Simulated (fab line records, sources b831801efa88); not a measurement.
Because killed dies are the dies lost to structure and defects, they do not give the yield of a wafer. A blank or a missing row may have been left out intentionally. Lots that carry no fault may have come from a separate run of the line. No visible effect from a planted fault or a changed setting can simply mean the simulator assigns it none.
Struck lot and sound lot, side by side :: flow gf180mcu :: 18 steps out of a route of 602
Sound: the wafers L454.2, L454.3, L454.6. Struck: wafers L459.3, L459.5 (left out: L459.6, a lot-mate that was not struck); the cause follows at the end.
Per side, at each step with rows, come the tool, then ch with its chambers, and then its first start. Under that, the readings that differ: sound wafers :: struck wafers :: difference of the means :: sigmas: that difference in standard deviations of wafers without a fault.
alike: same words and numbers on both sides, and readings whose means sit less than 2 such deviations apart. not compared: any withheld reading, any reading some wafer has no value for, any bound like >300 that may hide the same value, and any number with overlapping values for which the record gives no deviation.
The two part at a step that has a row with sigmas, a row that says differs or no value, or rows on one side only. Non-overlapping numbers with no deviation appear without sigmas and do not part them. A reading missing from all wafers of one side parts the sides only when that side holds two or more wafers.

first, 3 steps without rows for these wafers: GF_V1_EXPOSE_11 (exposes mask Via1, target cd 260 nm); GF_V1_PEB_12 (peb time 90 s); GF_V1_DEVELOP_13 (develop time 60 s).
GF_V1_CD_MEAS_14: target cd 260 nm.
  sound on cd_sem-01 at day 20 08:53; struck on cd_sem-01 at day 22 08:19
reading: cd_nm (nm)
sound: 261.2 260.9 261.3
struck: 255.9 256.9
difference: -4.7
sigmas: -4
GF_V1_OVL_MEAS_15:
  sound on overlay-02 at day 20 09:00; struck on overlay-01 at day 22 08:25
  alike: V1_OVL
GF_V1_ETCH_16: etches BARC in N2/H2.
  sound on rie_diel-01 ch 0,1,3, day 20 09:02; struck on rie_diel-01 ch 2, day 22 08:26
  alike: drypump_motor_current_A, oes_product_au, throttle_valve_pct
GF_V1_ETCH_17: etches SiO2 in C4F8/O2/Ar, stops on TiN, target depth 630 nm.
  sound on rie_diel-01 ch 0,1,3; struck on rie_diel-01 ch 2
  alike: oes_product_au
GF_V1_STRIP_18: strips in O2/N2.
  sound on plasma_asher-04 ch 0, day 20 09:10; struck on plasma_asher-04 ch 1, day 22 08:35
reading: heater_power_w (W)
sound: 312 307 302
struck: 461 454
difference: +150
sigmas: +2
  alike: drypump_motor_current_A, o2_flow_sccm, oes_product_au
  not compared: rf_hours_counter_h
then, 3 steps without rows for these wafers: GF_V1_STRIP_19 (strips in post etch residue remover, time 1200 s); GF_V1_CLEAN_20 (cleans in DIW); GF_V1_SPUTTER_21 (material Ti, target thk 15 nm, time 80.02 s).
GF_V1_SPUTTER_22: material TiN, target thk 10 nm, time 40 s.
  sound on pvd_sputter-03 at day 20 09:53; struck on pvd_sputter-02 at day 22 09:09
  alike: throttle_valve_pct
GF_V1_CVD_23: deposits W, target thk 350 nm, time 105.05 s.
  sound on cvd_w-02 ch 0,1, day 20 09:56; struck on cvd_w-02 ch 0,1, day 22 09:14
reading: model.W_of_V1_CVD_23.thk_nm (nm)
sound: 348 351.2 351.9
struck: 154.6 159.2
difference: -193.5
sigmas: 
  alike: chamber_pressure_Torr, heater_power_w, susceptor_temp_C
GF_V1_RS_MEAS_24: the measuring method here is four-point-probe.
  sound on film_metro-01 at day 20 10:04; struck on film_metro-02 at day 22 09:20
reading: V1_W_RS (ohm/sq)
sound: 0.3293 0.3260 0.3251
struck: 0.7490 0.7284
difference: +0.4119
sigmas: +99 or more
GF_V1_THK_MEAS_25: measures by xrf.
  sound on film_metro-01 at day 20 10:10; struck on film_metro-02 at day 22 09:26
reading: V1_W_THK (nm)
sound: 358 359 361
struck: 155 159
difference: -202
sigmas: -47
GF_V1_CMP_26: polishes, stops on SiO2, t overpolish 15 s, target thk 0 nm.
  sound on cmp-02 ch 2,3, day 20 10:13; struck on cmp-02 ch 1,2, day 22 09:32
reading: time_to_endpoint_s (s)
sound: 85 87 88
struck: 38 37
difference: -49
sigmas: -15
  alike: motor_current_A
GF_M2_SPUTTER_00: material Ti, target thk 37.5 nm, time 150 s.
  sound on pvd_sputter-01 at day 20 10:31; struck on pvd_sputter-01 at day 22 09:47
  alike: throttle_valve_pct
-- the record jumps here: 10 days lie between the struck wafers' starts before and after (it left off in module M2 and takes up again in module PASSIVATION, whose first step shown is number 602 of the route) --
GF_PASSIVATION_PROBE_99:
  rows exist in the record for the struck wafers here (prober-01, day 32 09:20), but not for the sound ones

## WHERE THEY PART
Earliest at GF_V1_CD_MEAS_14; latest, in this record, at GF_PASSIVATION_PROBE_99.

WHY: whatever the simulator had introduced
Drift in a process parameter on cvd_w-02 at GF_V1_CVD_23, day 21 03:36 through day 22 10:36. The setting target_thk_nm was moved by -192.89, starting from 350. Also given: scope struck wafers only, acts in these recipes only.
